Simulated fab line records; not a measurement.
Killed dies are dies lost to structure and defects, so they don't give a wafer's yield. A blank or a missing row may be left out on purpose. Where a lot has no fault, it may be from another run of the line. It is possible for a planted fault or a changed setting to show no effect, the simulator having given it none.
fab line records	flow sky130
record: lots: 14	wafers: 42	lastDay: 50
route steps=708 shown METAL3@532 CAPM@539
lots that met no fault: taken from a fault-free run of the same line
startH: hours from the record's opening day to when the first of the lot's shown wafers began	waitH: hours elapsed since this lot's preceding step	" the same as in the row above	L1.1+2: a single row standing in for several wafers	- value missing, or start not given	* or withheld: withheld	< > ~ a bound
route shown NAME@n: names a module that has steps shown in the file, with the first one's number in the route	usual: the fault-free wafers' mean and standard deviation	same: alike in all rows	chamber/n: place in a boat	sites: readings site by site	_std_site: the standard deviation of these	_edge_site: mean of outer sites minus mean of inner sites	radiusMm: how far each site lies from the wafer's centre	mask NAME#n: copy n	behind: the last tool/chamber to shape the wafer	hold: why the lot was held/for how many hours/how that ended	device: names the non-switching transistor (n, p or np)	end of line: at the end of the route, the tests of the same wafers	step lacking rows: just its recipe	killed: dies that structure and defects cost at the first sort, which is not the same as the wafer's yield	map: shows each die of a wafer: x if killed, . if not, _ if none is there
set.NAME: the setting as run; set.NAME@STEP: as run at that earlier step	model.NAME: the simulator's own value behind a step, which no gauge read
one table for each step of the route and one row for each wafer, over a sample of lots
services: a tool's chamber out of use, with start hour (startH, from the record's first day; less than 0 if before it), hours out, and reason
== steps ==
step: SKY_METAL3_SPUTTER_00
recipe: material: Ti	targetThkNm: 15	powerW: 3000	timeS: 10	chamberPressurePa: 0.4
usual: throttleValvePct: 30.1/1.4
lot.wafer	tool	chamber	startH	waitH	throttleValvePct
L890.3	pvdSputter-04	-	849.21	0.2	29.1
L890.4	"	-	"	"	29.0
L890.5	"	-	"	"	27.3
L891.1	pvdSputter-02	-	854.54	0.1	29.2
L891.4	"	-	"	"	31.3
L891.6	"	-	"	"	30.6
L892.1	pvdSputter-01	-	864.50	0.1	29.8
L892.5	"	-	"	"	29.8
L892.6	"	-	"	"	30.9
L893.2	pvdSputter-01	-	874.38	0.2	31.1
L893.3	"	-	"	"	31.2
L893.5	"	-	"	"	30.9
L895.1	pvdSputter-02	-	889.65	0.2	30.5
L895.2	"	-	"	"	31.4
L895.6	"	-	"	"	29.2
L897.1	pvdSputter-01	-	913.47	0.1	31.1
L897.3	"	-	"	"	30.1
L897.5	"	-	"	"	29.9
L898.3	pvdSputter-01	-	923.60	0.2	30.1
L898.4	"	-	"	"	31.2
L898.6	"	-	"	"	30.1
L899.1	pvdSputter-04	-	926.02	0.2	28.9
L899.2	"	-	"	"	29.1
L899.3	"	-	"	"	27.4
L900.1	pvdSputter-04	-	933.67	0.1	32.4
L900.4	"	-	"	"	29.3
L900.6	"	-	"	"	28.9
L904.3	pvdSputter-01	-	959.27	0.2	30.4
L904.4	"	-	"	"	31.1
L904.6	"	-	"	"	29.7
L905.2	pvdSputter-02	-	972.35	0.2	30.5
L905.3	"	-	"	"	31.6
L905.5	"	-	"	"	31.5
L906.2	pvdSputter-02	-	989.05	0.1	30.4
L906.3	"	-	"	"	31.3
L906.4	"	-	"	"	31.7
L912.1	pvdSputter-04	-	1009.97	0.1	27.2
L912.2	"	-	"	"	28.9
L912.5	"	-	"	"	27.5
L913.1	pvdSputter-02	-	1016.88	0.2	31.6
L913.2	"	-	"	"	31.4
L913.4	"	-	"	"	29.0
step: SKY_METAL3_SPUTTER_03
recipe: material: Ti	targetThkNm: 5	powerW: 3000	timeS: 3.3	chamberPressurePa: 0.4
usual: throttleValvePct: 30.1/1.4
lot.wafer	tool	chamber	startH	waitH	throttleValvePct
L890.3	pvdSputter-04	-	849.30	0.0	29.5
L890.4	"	-	"	"	28.9
L890.5	"	-	"	"	27.3
L891.1	pvdSputter-02	-	854.63	0.0	29.3
L891.4	"	-	"	"	31.6
L891.6	"	-	"	"	30.3
L892.1	pvdSputter-01	-	864.59	0.0	30.2
L892.5	"	-	"	"	29.9
L892.6	"	-	"	"	31.0
L893.2	pvdSputter-01	-	874.46	0.0	31.2
L893.3	"	-	"	"	31.4
L893.5	"	-	"	"	31.0
L895.1	pvdSputter-02	-	889.74	0.0	30.3
L895.2	"	-	"	"	31.7
L895.6	"	-	"	"	29.1
L897.1	pvdSputter-01	-	913.55	0.0	31.4
L897.3	"	-	"	"	29.6
L897.5	"	-	"	"	29.8
L898.3	pvdSputter-01	-	923.69	0.0	29.6
L898.4	"	-	"	"	30.9
L898.6	"	-	"	"	30.2
L899.1	pvdSputter-04	-	926.10	0.0	28.8
L899.2	"	-	"	"	29.3
L899.3	"	-	"	"	27.4
L900.1	pvdSputter-04	-	933.75	0.0	32.4
L900.4	"	-	"	"	29.3
L900.6	"	-	"	"	28.6
L904.3	pvdSputter-01	-	959.35	0.0	30.0
L904.4	"	-	"	"	31.2
L904.6	"	-	"	"	29.8
L905.2	pvdSputter-02	-	972.44	0.0	30.4
L905.3	"	-	"	"	31.2
L905.5	"	-	"	"	31.4
L906.2	pvdSputter-02	-	989.14	0.0	30.4
L906.3	"	-	"	"	31.4
L906.4	"	-	"	"	31.7
L912.1	pvdSputter-04	-	1010.06	0.0	27.5
L912.2	"	-	"	"	28.8
L912.5	"	-	"	"	27.2
L913.1	pvdSputter-02	-	1016.97	0.0	31.5
L913.2	"	-	"	"	31.2
L913.4	"	-	"	"	29.3
step: SKY_CAPM_SPUTTER_02
recipe: material: TiN	targetThkNm: 200	tempC: 300	powerW: 6500	timeS: 166.7	chamberPressurePa: 0.4
usual: throttleValvePct: 30.4/0.74
lot.wafer	tool	chamber	startH	waitH	throttleValvePct
L890.3	pvdSputter-02	-	849.45	0.0	31.7
L890.4	"	-	"	"	30.5
L890.5	"	-	"	"	30.6
L891.1	pvdSputter-01	-	854.78	0.1	31.1
L891.4	"	-	"	"	29.6
L891.6	"	-	"	"	29.5
L892.1	pvdSputter-02	-	864.75	0.1	31.5
L892.5	"	-	"	"	29.5
L892.6	"	-	"	"	30.9
L893.2	pvdSputter-02	-	874.61	0.0	31.3
L893.3	"	-	"	"	31.3
L893.5	"	-	"	"	29.1
L895.1	pvdSputter-03	-	889.88	0.1	31.2
L895.2	"	-	"	"	29.6
L895.6	"	-	"	"	30.2
L897.1	pvdSputter-03	-	913.70	0.1	30.0
L897.3	"	-	"	"	30.3
L897.5	"	-	"	"	31.3
L898.3	pvdSputter-03	-	923.84	0.0	30.2
L898.4	"	-	"	"	29.8
L898.6	"	-	"	"	31.1
L899.1	pvdSputter-03	-	926.25	0.1	30.0
L899.2	"	-	"	"	29.7
L899.3	"	-	"	"	30.8
L900.1	pvdSputter-01	-	933.90	0.1	29.4
L900.4	"	-	"	"	31.0
L900.6	"	-	"	"	31.0
L904.3	pvdSputter-02	-	959.50	0.0	30.2
L904.4	"	-	"	"	29.2
L904.6	"	-	"	"	31.6
L905.2	pvdSputter-03	-	972.59	0.0	29.4
L905.3	"	-	"	"	29.5
L905.5	"	-	"	"	30.1
L906.2	pvdSputter-03	-	989.29	0.0	29.6
L906.3	"	-	"	"	30.6
L906.4	"	-	"	"	29.7
L912.1	pvdSputter-02	-	1010.21	0.1	31.4
L912.2	"	-	"	"	30.3
L912.5	"	-	"	"	30.8
L913.1	pvdSputter-01	-	1017.13	0.1	31.2
L913.2	"	-	"	"	29.9
L913.4	"	-	"	"	30.2
step: SKY_CAPM_DEVELOP_11
recipe: resist: NOVOLAK	developer: TMAH	developTimeS: 60	devTempC: 23
usual: chillPlateTempC: 23.03/0.1	developTimeS: 60/0
lot.wafer	tool	chamber	startH	waitH	chillPlateTempC	developTimeS
L890.3	lithoTrack-02	0	875.29	0.1	23.18	60
L890.4	"	0	"	"	23.05	60
L890.5	"	0	"	"	23.12	60
L891.1	lithoTrack-01	0	881.29	0.1	22.97	60
L891.4	"	0	"	"	23.02	60
L891.6	"	0	"	"	23.14	60
L892.1	lithoTrack-03	0	889.87	0.1	23.08	60
L892.5	"	0	"	"	22.92	60
L892.6	"	0	"	"	22.88	60
L893.2	lithoTrack-03	0	899.84	0.1	23.04	60
L893.3	"	0	"	"	22.92	60
L893.5	"	0	"	"	23.08	60
L895.1	lithoTrack-02	0	914.94	0.1	22.97	60
L895.2	"	0	"	"	23.28	60
L895.6	"	0	"	"	23.05	60
L897.1	lithoTrack-03	0	938.82	0.1	23.25	60
L897.3	"	0	"	"	23.19	60
L897.5	"	0	"	"	23.16	60
L898.3	lithoTrack-03	0	948.62	0.1	22.99	60
L898.4	"	0	"	"	23.07	60
L898.6	"	0	"	"	22.84	60
L899.1	lithoTrack-02	0	951.04	0.1	23.04	60
L899.2	"	0	"	"	23.07	60
L899.3	"	0	"	"	23.05	60
L900.1	lithoTrack-03	0	957.42	0.1	23.07	60
L900.4	"	0	"	"	23.08	60
L900.6	"	0	"	"	23.01	60
L904.3	lithoTrack-02	-	984.09	0.1	-	-
L904.4	"	-	"	"	-	-
L904.6	"	-	"	"	-	-
L905.2	lithoTrack-02	-	996.17	0.1	-	-
L905.3	"	-	"	"	-	-
L905.5	"	-	"	"	-	-
L906.2	lithoTrack-03	0	1011.89	0.1	23.13	60
L906.3	"	0	"	"	23.11	60
L906.4	"	0	"	"	23.16	60
L912.1	lithoTrack-03	0	1032.47	0.1	23.07	60
L912.2	"	0	"	"	23.03	60
L912.5	"	0	"	"	23.05	60
L913.1	lithoTrack-01	0	1039.34	0.1	23.07	60
L913.2	"	0	"	"	23.01	60
L913.4	"	0	"	"	23.03	60
== services ==
tool	chamber	startH	hours	kind
pvdSputter-04	-	837.54	0.6	repair
pvdSputter-04	-	884.93	7.9	repair
pvdSputter-04	-	893.58	7.7	repair
pvdSputter-03	-	901.64	2.2	repair
pvdSputter-02	-	902.18	57.1	repair
pvdSputter-04	-	935.92	1.0	repair
pvdSputter-02	-	949.78	5.9	repair
pvdSputter-03	-	961.68	3.2	repair
pvdSputter-03	-	996.32	3.9	repair
pvdSputter-03	-	1021.40	2.0	repair
pvdSputter-01	-	1031.02	10.1	repair
== key ==
firstSign: step: SKY_CAPM_DEVELOP_11	reading: toolRecord	direction: missing
effect none on later readings
metAt SKY_CAPM_DEVELOP_11
struckLots L904,L905
laterRowsLeftOut L904.3,L904.4,L904.6,L905.2,L905.3,L905.5
sortLeftOut L904.3,L904.4,L904.6,L905.2,L905.3,L905.5
notActingAt SKY_METAL3_SPUTTER_00,SKY_METAL3_SPUTTER_03,SKY_CAPM_SPUTTER_02
onsetBetween 951.04 984.09
fault: kind: skippedStepWhole	tool: lithoTrack-02	chamber: -	onsetH: 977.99	steps: SKY_CAPM_DEVELOP_11	scope: struckLotsOnly
sortLeftOut: the simulated sort isn't trusted on such a fault, so these wafers' sort isn't shown, and their yield isn't known
laterRowsLeftOut: the simulator's readings of these wafers behind a module that went badly wrong aren't trusted and aren't shown, but for the sort
